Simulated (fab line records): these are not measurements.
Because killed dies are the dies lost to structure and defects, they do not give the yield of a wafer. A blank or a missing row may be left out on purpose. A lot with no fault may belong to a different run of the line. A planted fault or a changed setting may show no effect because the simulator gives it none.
A sampling plan put to the test | flow gf180mcu | one line in one fab, 67 faults in these records, each fault weighed on the records of the lots it struck
What counts as the plan is the set of the line's own looks, namely the steps on the route at which a gauge or an inspection reads a wafer and does not change it. Where struck wafers have a number at a look and the file lists that look's usual mean and standard deviation on fault-free wafers, the look can be judged. Caught: a look later than the fault's first step finds the struck wafers' mean 4 or more of those standard deviations (sigma) from the usual mean. On the tool: the fault's steps, tested the same way using the tool's own readings. Caught also covers a different recipe on the struck wafers, or a record left blank for those wafers only.

== THE FAULTS, as the simulator had put them in ==
1. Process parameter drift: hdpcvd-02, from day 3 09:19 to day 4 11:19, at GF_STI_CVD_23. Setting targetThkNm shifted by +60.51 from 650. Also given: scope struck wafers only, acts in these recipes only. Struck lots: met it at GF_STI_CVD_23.
2. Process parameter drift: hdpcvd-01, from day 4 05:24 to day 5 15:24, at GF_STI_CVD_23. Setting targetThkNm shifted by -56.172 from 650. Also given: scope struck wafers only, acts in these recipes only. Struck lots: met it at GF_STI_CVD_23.
3. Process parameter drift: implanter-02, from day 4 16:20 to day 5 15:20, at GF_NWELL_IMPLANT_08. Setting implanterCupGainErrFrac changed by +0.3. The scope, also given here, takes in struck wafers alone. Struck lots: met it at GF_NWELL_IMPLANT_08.
4. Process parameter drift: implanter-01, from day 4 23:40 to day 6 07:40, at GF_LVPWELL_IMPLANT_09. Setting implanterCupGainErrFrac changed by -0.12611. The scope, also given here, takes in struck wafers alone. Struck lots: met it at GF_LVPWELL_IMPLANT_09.
5. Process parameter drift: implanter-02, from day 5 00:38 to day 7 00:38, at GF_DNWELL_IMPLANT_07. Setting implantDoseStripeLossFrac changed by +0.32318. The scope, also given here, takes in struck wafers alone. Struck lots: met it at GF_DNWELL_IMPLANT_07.
6. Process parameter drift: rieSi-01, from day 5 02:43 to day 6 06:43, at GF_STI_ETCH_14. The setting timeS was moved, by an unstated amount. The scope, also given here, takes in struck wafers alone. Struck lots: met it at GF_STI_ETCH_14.
7. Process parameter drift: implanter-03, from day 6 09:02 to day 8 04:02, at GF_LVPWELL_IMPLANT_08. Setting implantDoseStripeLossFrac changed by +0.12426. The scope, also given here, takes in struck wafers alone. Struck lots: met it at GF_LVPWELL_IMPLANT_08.
8. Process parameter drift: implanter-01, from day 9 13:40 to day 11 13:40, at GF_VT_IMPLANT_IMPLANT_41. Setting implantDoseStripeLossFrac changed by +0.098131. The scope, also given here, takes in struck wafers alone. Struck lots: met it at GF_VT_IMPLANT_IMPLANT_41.
9. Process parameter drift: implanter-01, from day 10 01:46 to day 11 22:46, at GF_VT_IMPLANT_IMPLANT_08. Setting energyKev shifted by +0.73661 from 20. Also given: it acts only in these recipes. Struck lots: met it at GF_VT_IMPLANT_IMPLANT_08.
10. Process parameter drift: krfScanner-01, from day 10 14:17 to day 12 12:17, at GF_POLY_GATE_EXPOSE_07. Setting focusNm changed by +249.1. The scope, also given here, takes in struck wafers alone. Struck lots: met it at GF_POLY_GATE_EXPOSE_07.
11. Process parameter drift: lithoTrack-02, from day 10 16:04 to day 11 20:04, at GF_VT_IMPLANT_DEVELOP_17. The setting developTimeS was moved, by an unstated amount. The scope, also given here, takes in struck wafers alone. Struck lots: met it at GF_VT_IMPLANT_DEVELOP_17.
12. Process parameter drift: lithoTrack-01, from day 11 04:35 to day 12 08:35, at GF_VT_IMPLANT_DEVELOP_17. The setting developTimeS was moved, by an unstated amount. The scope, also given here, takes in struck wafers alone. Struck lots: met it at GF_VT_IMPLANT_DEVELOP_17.
13. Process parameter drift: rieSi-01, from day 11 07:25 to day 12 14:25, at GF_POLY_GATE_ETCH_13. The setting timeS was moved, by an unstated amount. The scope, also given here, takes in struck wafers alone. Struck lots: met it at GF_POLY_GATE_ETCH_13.
14. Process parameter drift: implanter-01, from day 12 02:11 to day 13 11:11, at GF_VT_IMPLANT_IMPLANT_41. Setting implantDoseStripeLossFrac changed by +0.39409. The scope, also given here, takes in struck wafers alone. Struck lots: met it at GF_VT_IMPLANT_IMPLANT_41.
15. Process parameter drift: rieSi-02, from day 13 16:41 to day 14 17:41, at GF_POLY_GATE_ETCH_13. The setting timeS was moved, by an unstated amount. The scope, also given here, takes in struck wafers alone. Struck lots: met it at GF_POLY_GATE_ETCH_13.
16. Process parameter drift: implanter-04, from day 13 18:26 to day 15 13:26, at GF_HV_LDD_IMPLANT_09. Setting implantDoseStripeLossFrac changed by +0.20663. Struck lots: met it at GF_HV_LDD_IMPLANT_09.
17. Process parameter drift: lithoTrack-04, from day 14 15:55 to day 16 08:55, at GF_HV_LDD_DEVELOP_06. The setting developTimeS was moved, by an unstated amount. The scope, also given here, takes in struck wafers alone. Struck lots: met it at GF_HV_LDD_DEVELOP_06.
18. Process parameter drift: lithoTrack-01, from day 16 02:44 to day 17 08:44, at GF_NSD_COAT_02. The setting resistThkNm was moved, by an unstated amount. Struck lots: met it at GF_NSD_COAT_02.
19. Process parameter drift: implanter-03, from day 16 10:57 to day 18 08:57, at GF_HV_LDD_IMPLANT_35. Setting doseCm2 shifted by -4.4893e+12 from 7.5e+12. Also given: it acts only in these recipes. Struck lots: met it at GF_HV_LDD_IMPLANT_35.
20. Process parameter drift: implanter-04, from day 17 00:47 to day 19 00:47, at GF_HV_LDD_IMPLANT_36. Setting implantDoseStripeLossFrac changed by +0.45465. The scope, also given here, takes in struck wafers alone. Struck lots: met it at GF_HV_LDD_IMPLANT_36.
21. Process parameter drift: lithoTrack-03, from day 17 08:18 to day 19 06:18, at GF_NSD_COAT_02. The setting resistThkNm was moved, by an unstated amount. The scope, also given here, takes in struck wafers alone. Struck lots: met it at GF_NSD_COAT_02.
22. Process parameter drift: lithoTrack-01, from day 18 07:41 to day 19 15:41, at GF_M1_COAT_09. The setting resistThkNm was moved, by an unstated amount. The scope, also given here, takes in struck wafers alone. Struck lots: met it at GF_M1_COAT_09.
23. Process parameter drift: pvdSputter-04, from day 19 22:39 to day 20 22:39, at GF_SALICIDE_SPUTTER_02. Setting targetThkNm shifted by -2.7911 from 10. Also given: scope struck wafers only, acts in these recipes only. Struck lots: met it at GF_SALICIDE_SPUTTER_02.
24. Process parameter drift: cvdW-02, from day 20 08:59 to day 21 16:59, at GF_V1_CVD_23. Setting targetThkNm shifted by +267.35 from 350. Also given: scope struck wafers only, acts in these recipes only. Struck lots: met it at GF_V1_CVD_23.
25. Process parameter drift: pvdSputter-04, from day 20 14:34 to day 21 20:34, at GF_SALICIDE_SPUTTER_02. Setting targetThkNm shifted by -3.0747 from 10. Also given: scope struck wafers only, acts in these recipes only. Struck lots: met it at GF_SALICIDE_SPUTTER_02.
26. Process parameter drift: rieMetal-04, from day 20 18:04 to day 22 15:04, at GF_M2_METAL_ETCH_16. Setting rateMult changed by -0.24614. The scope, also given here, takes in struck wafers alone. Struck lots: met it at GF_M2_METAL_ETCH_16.
27. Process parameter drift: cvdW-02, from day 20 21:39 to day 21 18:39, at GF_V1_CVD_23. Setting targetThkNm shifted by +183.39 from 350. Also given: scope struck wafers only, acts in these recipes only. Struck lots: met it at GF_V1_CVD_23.
28. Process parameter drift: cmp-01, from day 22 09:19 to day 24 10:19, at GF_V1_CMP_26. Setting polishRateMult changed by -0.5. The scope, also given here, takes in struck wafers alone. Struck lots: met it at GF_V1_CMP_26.
29. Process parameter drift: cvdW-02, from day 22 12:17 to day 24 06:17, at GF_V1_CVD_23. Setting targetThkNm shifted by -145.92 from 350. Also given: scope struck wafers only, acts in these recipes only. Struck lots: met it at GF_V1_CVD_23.
30. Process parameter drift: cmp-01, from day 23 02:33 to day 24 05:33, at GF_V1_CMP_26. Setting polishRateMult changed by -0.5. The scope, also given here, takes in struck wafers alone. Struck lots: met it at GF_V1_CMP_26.
31. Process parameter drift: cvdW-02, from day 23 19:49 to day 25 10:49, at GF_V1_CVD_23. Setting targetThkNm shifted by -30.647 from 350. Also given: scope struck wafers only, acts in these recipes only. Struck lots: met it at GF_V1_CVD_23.
32. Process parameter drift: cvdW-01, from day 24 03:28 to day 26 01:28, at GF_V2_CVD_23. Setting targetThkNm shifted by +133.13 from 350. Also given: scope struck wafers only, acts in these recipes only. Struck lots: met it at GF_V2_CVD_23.
33. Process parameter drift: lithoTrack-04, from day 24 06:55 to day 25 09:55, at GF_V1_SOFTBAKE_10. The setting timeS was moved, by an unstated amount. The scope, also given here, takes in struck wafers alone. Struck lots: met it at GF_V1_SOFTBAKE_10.
34. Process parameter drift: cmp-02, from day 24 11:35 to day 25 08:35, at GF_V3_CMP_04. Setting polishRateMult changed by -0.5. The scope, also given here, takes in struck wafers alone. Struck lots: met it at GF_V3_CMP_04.
35. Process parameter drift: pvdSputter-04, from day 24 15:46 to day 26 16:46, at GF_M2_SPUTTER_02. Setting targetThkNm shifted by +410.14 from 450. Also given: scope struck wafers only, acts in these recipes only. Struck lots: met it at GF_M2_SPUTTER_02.
36. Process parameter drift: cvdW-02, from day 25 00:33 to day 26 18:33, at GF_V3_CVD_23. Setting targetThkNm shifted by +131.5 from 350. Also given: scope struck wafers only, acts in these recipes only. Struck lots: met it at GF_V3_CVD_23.
37. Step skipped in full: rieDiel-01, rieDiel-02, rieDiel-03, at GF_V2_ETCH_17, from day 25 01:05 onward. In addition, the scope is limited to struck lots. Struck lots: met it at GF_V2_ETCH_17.
38. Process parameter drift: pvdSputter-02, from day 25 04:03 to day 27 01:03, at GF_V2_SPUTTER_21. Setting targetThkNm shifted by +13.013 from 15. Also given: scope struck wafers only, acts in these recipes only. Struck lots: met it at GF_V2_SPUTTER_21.
39. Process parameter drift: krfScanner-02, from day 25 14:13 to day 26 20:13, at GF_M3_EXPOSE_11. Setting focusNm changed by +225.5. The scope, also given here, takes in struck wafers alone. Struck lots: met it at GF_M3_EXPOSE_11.
40. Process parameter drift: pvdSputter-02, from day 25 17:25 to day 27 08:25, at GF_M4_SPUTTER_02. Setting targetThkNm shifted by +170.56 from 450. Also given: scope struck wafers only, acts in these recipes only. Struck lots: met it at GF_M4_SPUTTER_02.
41. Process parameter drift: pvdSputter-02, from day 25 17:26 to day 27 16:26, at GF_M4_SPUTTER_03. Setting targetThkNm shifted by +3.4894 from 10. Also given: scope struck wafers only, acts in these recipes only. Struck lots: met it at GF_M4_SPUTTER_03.
42. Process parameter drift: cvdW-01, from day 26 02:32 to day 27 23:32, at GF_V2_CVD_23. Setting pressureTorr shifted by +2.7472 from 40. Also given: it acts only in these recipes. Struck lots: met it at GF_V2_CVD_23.
43. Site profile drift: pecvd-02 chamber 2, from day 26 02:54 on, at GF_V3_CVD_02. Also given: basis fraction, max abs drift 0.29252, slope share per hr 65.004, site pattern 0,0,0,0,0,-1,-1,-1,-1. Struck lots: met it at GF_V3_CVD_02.
44. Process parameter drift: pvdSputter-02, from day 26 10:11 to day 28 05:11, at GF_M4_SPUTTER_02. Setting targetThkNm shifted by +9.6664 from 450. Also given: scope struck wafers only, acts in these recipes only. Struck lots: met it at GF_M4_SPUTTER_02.
45. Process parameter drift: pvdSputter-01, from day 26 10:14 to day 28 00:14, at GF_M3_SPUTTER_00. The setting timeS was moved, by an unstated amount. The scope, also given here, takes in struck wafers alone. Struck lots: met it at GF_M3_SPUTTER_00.
46. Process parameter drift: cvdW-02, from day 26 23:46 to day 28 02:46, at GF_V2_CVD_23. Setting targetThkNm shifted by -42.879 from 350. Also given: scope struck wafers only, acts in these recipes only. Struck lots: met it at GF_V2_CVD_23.
47. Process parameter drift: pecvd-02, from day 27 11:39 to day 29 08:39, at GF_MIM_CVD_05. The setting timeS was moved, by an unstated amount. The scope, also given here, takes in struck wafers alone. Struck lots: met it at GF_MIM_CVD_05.
48. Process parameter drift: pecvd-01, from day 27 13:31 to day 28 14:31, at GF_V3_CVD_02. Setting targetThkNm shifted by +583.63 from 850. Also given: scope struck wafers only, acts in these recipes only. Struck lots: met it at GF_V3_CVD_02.
49. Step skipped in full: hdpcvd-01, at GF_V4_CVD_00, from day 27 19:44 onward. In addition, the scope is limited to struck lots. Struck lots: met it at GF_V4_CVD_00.
50. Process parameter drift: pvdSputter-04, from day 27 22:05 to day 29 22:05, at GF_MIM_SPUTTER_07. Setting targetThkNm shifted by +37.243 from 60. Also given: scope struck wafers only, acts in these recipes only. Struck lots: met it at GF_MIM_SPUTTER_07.
51. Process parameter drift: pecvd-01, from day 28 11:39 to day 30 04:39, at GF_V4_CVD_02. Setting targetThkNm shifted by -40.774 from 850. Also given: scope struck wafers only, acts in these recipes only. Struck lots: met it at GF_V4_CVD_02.
52. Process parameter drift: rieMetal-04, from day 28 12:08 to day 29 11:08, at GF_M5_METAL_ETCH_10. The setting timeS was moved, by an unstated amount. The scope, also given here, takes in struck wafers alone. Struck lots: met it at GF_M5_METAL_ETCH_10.
53. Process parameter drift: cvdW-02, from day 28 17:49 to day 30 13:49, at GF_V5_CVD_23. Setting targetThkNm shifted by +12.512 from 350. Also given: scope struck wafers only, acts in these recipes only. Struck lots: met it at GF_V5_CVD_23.
54. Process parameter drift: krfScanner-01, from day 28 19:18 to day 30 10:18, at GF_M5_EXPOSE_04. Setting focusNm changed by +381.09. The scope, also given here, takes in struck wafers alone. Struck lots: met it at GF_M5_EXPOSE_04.
55. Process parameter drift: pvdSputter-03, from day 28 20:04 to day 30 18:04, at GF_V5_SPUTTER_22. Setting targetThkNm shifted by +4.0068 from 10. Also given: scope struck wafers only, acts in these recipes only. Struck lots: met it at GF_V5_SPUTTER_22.
56. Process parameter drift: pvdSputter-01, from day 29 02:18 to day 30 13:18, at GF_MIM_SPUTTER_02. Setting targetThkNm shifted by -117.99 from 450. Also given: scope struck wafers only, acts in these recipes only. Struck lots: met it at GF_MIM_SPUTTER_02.
57. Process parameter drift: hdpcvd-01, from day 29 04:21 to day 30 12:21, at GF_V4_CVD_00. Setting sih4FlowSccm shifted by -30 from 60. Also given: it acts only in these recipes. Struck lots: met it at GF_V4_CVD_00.
58. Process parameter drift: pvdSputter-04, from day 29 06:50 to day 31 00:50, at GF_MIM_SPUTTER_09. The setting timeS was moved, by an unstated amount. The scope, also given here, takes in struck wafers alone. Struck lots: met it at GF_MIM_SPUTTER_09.
59. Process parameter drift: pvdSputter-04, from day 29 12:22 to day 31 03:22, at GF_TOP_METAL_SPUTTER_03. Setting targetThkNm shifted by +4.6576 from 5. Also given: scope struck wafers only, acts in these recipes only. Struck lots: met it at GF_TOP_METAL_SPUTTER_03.
60. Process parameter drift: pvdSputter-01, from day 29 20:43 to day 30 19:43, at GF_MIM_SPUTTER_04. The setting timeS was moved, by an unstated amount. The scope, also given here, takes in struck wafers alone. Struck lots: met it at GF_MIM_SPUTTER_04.
61. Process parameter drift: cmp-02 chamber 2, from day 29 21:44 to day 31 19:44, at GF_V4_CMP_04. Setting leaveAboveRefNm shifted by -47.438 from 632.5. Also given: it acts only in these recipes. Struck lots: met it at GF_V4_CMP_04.
62. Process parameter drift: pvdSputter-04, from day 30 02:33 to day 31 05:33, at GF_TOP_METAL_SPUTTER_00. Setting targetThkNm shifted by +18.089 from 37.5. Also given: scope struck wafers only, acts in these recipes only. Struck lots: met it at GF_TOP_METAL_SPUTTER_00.
63. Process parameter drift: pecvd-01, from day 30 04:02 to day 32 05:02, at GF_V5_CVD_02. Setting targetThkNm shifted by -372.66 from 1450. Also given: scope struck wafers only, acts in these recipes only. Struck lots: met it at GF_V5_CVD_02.
64. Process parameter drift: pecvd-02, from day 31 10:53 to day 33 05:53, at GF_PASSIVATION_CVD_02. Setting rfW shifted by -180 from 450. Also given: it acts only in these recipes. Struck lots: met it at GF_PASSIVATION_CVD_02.
65. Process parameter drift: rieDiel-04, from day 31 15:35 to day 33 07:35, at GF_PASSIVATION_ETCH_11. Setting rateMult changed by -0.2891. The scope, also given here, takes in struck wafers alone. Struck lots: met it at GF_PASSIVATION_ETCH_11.
66. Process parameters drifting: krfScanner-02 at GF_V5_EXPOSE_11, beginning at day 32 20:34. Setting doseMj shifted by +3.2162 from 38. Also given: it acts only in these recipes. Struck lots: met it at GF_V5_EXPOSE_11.
67. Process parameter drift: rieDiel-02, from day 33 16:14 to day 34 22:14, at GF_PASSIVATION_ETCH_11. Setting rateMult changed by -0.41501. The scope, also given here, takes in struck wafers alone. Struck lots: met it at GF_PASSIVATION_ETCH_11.

== WHAT THE PLAN SAW ==
fault | on the tool itself                               | first look that catches it                      | reading, sigma                                        | median hours from its first step to that look | hours from the fault's start to the first struck lot there | judged looks passed uncaught
1     | no reading that can be judged                    | GF_STI_THK_MEAS_24                              | STI_CVD_23_THK +7.5                                   | 0.1                                           | 5                                                          | 0
2     | no reading that can be judged                    | GF_STI_THK_MEAS_24                              | STI_CVD_23_THK -5.9                                   | 0.1                                           | 6                                                          | 0
3     | faradayCurrentUA +14 sigma                       | GF_NWELL_TW_MEAS_11                             | NWELL_TW -6.4                                         | 0.4                                           | 5                                                          | 0
4     | beamOnS +8.6 sigma                               | GF_VT_IMPLANT_RS_MEAS_48                        | LVPWELL_RS -9.5                                       | 93.9                                          | 104                                                        | 2
5     | no reading that can be judged                    | none of the 5 looks that can be judged after it | -                                                     | -                                             | -                                                          | 5
6     | runLengthS -28 sigma                             | no look after it can be judged                  | -                                                     | -                                             | -                                                          | 0
7     | under 2 sigma                                    | GF_VT_IMPLANT_RS_MEAS_48                        | LVPWELL_RS +4.1                                       | 103.3                                         | 113                                                        | 0
8     | under 2 sigma                                    | none of the 8 looks that can be judged after it | -                                                     | -                                             | -                                                          | 8
9     | beamEnergyKeV +99 or beyond sigma                | no look after it can be judged                  | -                                                     | -                                             | -                                                          | 0
10    | under 2 sigma                                    | GF_POLY_GATE_CD_MEAS_10                         | cdNm -8.8                                             | 8.9                                           | 10                                                         | 0
11    | under 2 sigma                                    | GF_VT_IMPLANT_TW_MEAS_21                        | VT_IMPLANT_2_TW -98                                   | 0.4                                           | 4                                                          | 0
12    | no reading that can be judged                    | GF_VT_IMPLANT_TW_MEAS_21                        | VT_IMPLANT_2_TW -98                                   | 0.4                                           | 2                                                          | 0
13    | runLengthS -60 sigma                             | no look after it can be judged                  | -                                                     | -                                             | -                                                          | 0
14    | under 2 sigma                                    | GF_VT_IMPLANT_TW_MEAS_43                        | VT_IMPLANT_4_TW -8.3                                  | 0.2                                           | 1                                                          | 0
15    | runLengthS -69 sigma                             | no look after it can be judged                  | -                                                     | -                                             | -                                                          | 0
16    | under 2 sigma                                    | GF_HV_LDD_RS_MEAS_53                            | HV_LDD_RS +24                                         | 67.5                                          | 81                                                         | 1
17    | under 2 sigma                                    | GF_HV_LDD_CD_MEAS_07                            | cdNm +21                                              | 0.2                                           | 8                                                          | 0
18    | no reading that can be judged                    | GF_NSD_CD_MEAS_07                               | cdNm -7.2                                             | 11.4                                          | 22                                                         | 0
19    | doseIonsCm2 -99 or beyond sigma                  | GF_HV_LDD_TW_MEAS_38                            | HV_LDD_3_TW -5.1                                      | 0.4                                           | 7                                                          | 0
20    | under 2 sigma                                    | GF_HV_LDD_RS_MEAS_53                            | HV_LDD_RS +5.0                                        | 23.7                                          | 27                                                         | 1
21    | no reading that can be judged                    | none of the 2 looks that can be judged after it | -                                                     | -                                             | -                                                          | 2
22    | under 2 sigma                                    | not the one look that can be judged after it    | -                                                     | -                                             | -                                                          | 1
23    | under 2 sigma                                    | GF_SALICIDE_RS_MEAS_04                          | SALICIDE_TIN_RS +14                                   | 0.1                                           | 9                                                          | 0
24    | under 2 sigma                                    | GF_V1_RS_MEAS_24                                | V1_W_RS -40                                           | 0.1                                           | 2                                                          | 0
25    | under 2 sigma                                    | GF_SALICIDE_RS_MEAS_04                          | SALICIDE_TIN_RS +17                                   | 0.1                                           | 7                                                          | 0
26    | oesProductAu -19 sigma                           | no look after it can be judged                  | -                                                     | -                                             | -                                                          | 0
27    | under 2 sigma                                    | GF_V1_RS_MEAS_24                                | V1_W_RS -32                                           | 0.1                                           | 11                                                         | 0
28    | overpolishRunS -99 or beyond sigma               | no look after it can be judged                  | -                                                     | -                                             | -                                                          | 0
29    | under 2 sigma                                    | GF_V1_RS_MEAS_24                                | V1_W_RS +69                                           | 0.2                                           | 6                                                          | 0
30    | overpolishRunS -99 or beyond sigma               | no look after it can be judged                  | -                                                     | -                                             | -                                                          | 0
31    | under 2 sigma                                    | GF_V1_RS_MEAS_24                                | V1_W_RS +9.1                                          | 0.1                                           | 10                                                         | 0
32    | under 2 sigma                                    | GF_V2_RS_MEAS_24                                | V2_W_RS -19                                           | 0.1                                           | 3                                                          | 0
33    | heaterPowerTotalW +99 or beyond sigma            | not the one look that can be judged after it    | strongest: cdNm at GF_V1_CD_MEAS_14, -3.3             | -                                             | -                                                          | 1
34    | timeToEndpointS +4.2 sigma                       | no look after it can be judged                  | -                                                     | -                                             | -                                                          | 0
35    | under 2 sigma                                    | GF_M2_RS_MEAS_05                                | M2_ALCU_RS -36                                        | 0.1                                           | 2                                                          | 0
36    | under 2 sigma                                    | GF_V3_RS_MEAS_24                                | V3_W_RS -16                                           | 0.1                                           | 10                                                         | 0
37    | the tool's record is blank for the struck wafers | no look after it can be judged                  | -                                                     | -                                             | -                                                          | 0
38    | under 2 sigma                                    | no look after it can be judged                  | -                                                     | -                                             | -                                                          | 0
39    | under 2 sigma                                    | GF_M3_CD_MEAS_14                                | cdNm -12                                              | 10.4                                          | 30                                                         | 0
40    | under 2 sigma                                    | GF_M4_RS_MEAS_05                                | M4_ALCU_RS -20                                        | 0.1                                           | 7                                                          | 0
41    | under 2 sigma                                    | no look after it can be judged                  | -                                                     | -                                             | -                                                          | 0
42    | chamberPressureTorr +27 sigma                    | not the one look that can be judged after it    | strongest: V2_W_RS at GF_V2_RS_MEAS_24, -2.3          | -                                             | -                                                          | 1
43    | only faintly: heaterPowerW +2.3 sigma            | GF_V3_THK_MEAS_03                               | V3_CVD_02_THK -10                                     | 0.1                                           | 21                                                         | 0
44    | under 2 sigma                                    | no look after it can be judged                  | -                                                     | -                                             | -                                                          | 0
45    | under 2 sigma                                    | no look after it can be judged                  | -                                                     | -                                             | -                                                          | 0
46    | under 2 sigma                                    | GF_V2_RS_MEAS_24                                | V2_W_RS +9.6                                          | 0.1                                           | 10                                                         | 0
47    | under 2 sigma                                    | none of the 2 looks that can be judged after it | strongest: MIM_CVD_05_THK at GF_MIM_THK_MEAS_06, -3.3 | -                                             | -                                                          | 2
48    | under 2 sigma                                    | GF_V3_THK_MEAS_03                               | V3_CVD_02_THK +48                                     | 0.1                                           | 6                                                          | 0
49    | the tool's record is blank for the struck wafers | not the one look that can be judged after it    | strongest: V4_BOW at GF_V4_BOW_MEAS_05, -3.5          | -                                             | -                                                          | 1
50    | under 2 sigma                                    | no look after it can be judged                  | -                                                     | -                                             | -                                                          | 0
51    | under 2 sigma                                    | GF_V4_THK_MEAS_03                               | V4_CVD_02_THK -4.6                                    | 0.1                                           | 9                                                          | 0
52    | runLengthS -20 sigma                             | no look after it can be judged                  | -                                                     | -                                             | -                                                          | 0
53    | under 2 sigma                                    | GF_V5_RS_MEAS_24                                | V5_W_RS -4.2                                          | 0.1                                           | 4                                                          | 0
54    | no reading that can be judged                    | GF_M5_CD_MEAS_07                                | cdNm -30                                              | 9.6                                           | 15                                                         | 0
55    | under 2 sigma                                    | no look after it can be judged                  | -                                                     | -                                             | -                                                          | 0
56    | under 2 sigma                                    | no look after it can be judged                  | -                                                     | -                                             | -                                                          | 0
57    | sih4FlowSccm -99 or beyond sigma                 | GF_V4_THK_MEAS_01                               | V4_CVD_00_THK -45                                     | 0.1                                           | 2                                                          | 0
58    | under 2 sigma                                    | none of the 4 looks that can be judged after it | -                                                     | -                                             | -                                                          | 4
59    | under 2 sigma                                    | no look after it can be judged                  | -                                                     | -                                             | -                                                          | 0
60    | under 2 sigma                                    | none of the 5 looks that can be judged after it | -                                                     | -                                             | -                                                          | 5
61    | only faintly: timeToEndpointS +2.6 sigma         | not the one look that can be judged after it    | -                                                     | -                                             | -                                                          | 1
62    | under 2 sigma                                    | no look after it can be judged                  | -                                                     | -                                             | -                                                          | 0
63    | under 2 sigma                                    | GF_V5_THK_MEAS_03                               | V5_CVD_02_THK -15                                     | 0.1                                           | 11                                                         | 0
64    | rfFwdPowerW -99 or beyond sigma                  | GF_PASSIVATION_THK_MEAS_03                      | PASSIVATION_CVD_02_THK -8.7                           | 0.4                                           | 18                                                         | 0
65    | oesProductAu -25 sigma                           | no look after it can be judged                  | -                                                     | -                                             | -                                                          | 0
66    | exposureDoseMJCm2 +9.7 sigma                     | GF_V5_CD_MEAS_14                                | cdNm +11                                              | 7.8                                           | 10                                                         | 0
67    | oesProductAu -34 sigma                           | no look after it can be judged                  | -                                                     | -                                             | -                                                          | 0
A dash: the fault isn't caught, or these records don't give the number.

Caught at a look: 35 of 67. Caught on the tool: 21 of 67. By one or the other: 50 of 67.
Faults caught by the tool alone: 6, 9, 13, 15, 26, 28, 30, 33, 34, 37, 42, 49, 52, 65, 67.
Caught at a look alone: faults 1, 2, 7, 10, 11, 12, 14, 16, 17, 18, 20, 23, 24, 25, 27, 29, 31, 32, 35, 36, 39, 40, 43, 46, 48, 51, 53, 54, 63.
Caught by neither: faults 5, 8, 21, 22, 38, 41, 44, 45, 47, 50, 55, 56, 58, 59, 60, 61, 62.

== THINNER SAMPLING ==
In the worst case, this is how late the first struck lot would be measured if the look that catches a fault measured only every second or every third lot, by lot number:
fault | struck lots at that look, in order of time | every lot | every second lot | every third lot
1     | L719, L720, L722                           | 5 h       | 15 h             | may miss all 3
2     | L646, L647, L649                           | 6 h       | 12 h             | may miss all 3
3     | L614, L615, L617                           | 5 h       | 6 h              | may miss all 3
4     | L392, L393                                 | 104 h     | 118 h            | may miss all 2
7     | L254, L256                                 | 113 h     | may miss all 2   | may miss all 2
10    | L611, L612, L614                           | 10 h      | 24 h             | may miss all 3
11    | L573, L575                                 | 4 h       | may miss all 2   | may miss all 2
12    | L116, L117                                 | 2 h       | 7 h              | may miss all 2
14    | L812, L815                                 | 1 h       | 8 h              | may miss all 2
16    | L210, L211                                 | 81 h      | 98 h             | may miss all 2
17    | L292, L290                                 | 8 h       | may miss all 2   | may miss all 2
18    | L429, L430                                 | 22 h      | 35 h             | may miss all 2
19    | L363, L366                                 | 7 h       | 28 h             | may miss all 2
20    | L993, L995, L996                           | 27 h      | 42 h             | may miss all 3
23    | L729, L731                                 | 9 h       | may miss all 2   | may miss all 2
24    | L665, L667                                 | 2 h       | may miss all 2   | may miss all 2
25    | L640, L641, L643                           | 7 h       | 12 h             | may miss all 3
27    | L278, L279                                 | 11 h      | 13 h             | may miss all 2
29    | L550, L551, L554                           | 6 h       | 22 h             | may miss all 3
31    | L775, L776, L777                           | 10 h      | 17 h             | 25 h
32    | L587                                       | 3 h       | may miss it      | may miss it
35    | L538, L537                                 | 2 h       | 6 h              | may miss all 2
36    | L858, L860, L861                           | 10 h      | 28 h             | may miss all 3
39    | L137, L136                                 | 30 h      | 33 h             | may miss all 2
40    | L712, L713, L714                           | 7 h       | 11 h             | 22 h
43    | L227                                       | 21 h      | may miss it      | may miss it
46    | L185, L187                                 | 10 h      | may miss all 2   | may miss all 2
48    | L517, L518                                 | 6 h       | 12 h             | may miss all 2
51    | L256, L261                                 | 9 h       | 31 h             | may miss all 2
53    | L272                                       | 4 h       | may miss it      | may miss it
54    | L601, L602                                 | 15 h      | 21 h             | may miss all 2
57    | L733, L732, L734                           | 2 h       | 4 h              | 9 h
63    | L312, L313                                 | 11 h      | 26 h             | may miss all 2
64    | L573, L575                                 | 18 h      | may miss all 2   | may miss all 2
66    | L367, L368                                 | 10 h      | 13 h             | may miss all 2
Hours count from the start of the fault until the first struck lot that is measured. 4 sigma limit: tested on the pooled struck wafers, so a lone lot may be under it. Other struck lots may not be in these records.

== THE LONGEST TIMED WAY FROM STEP TO LOOK ==
Fault 7: median gap of 103.3 hours between GF_LVPWELL_IMPLANT_08 and GF_VT_IMPLANT_RS_MEAS_48. No look between them can be judged.
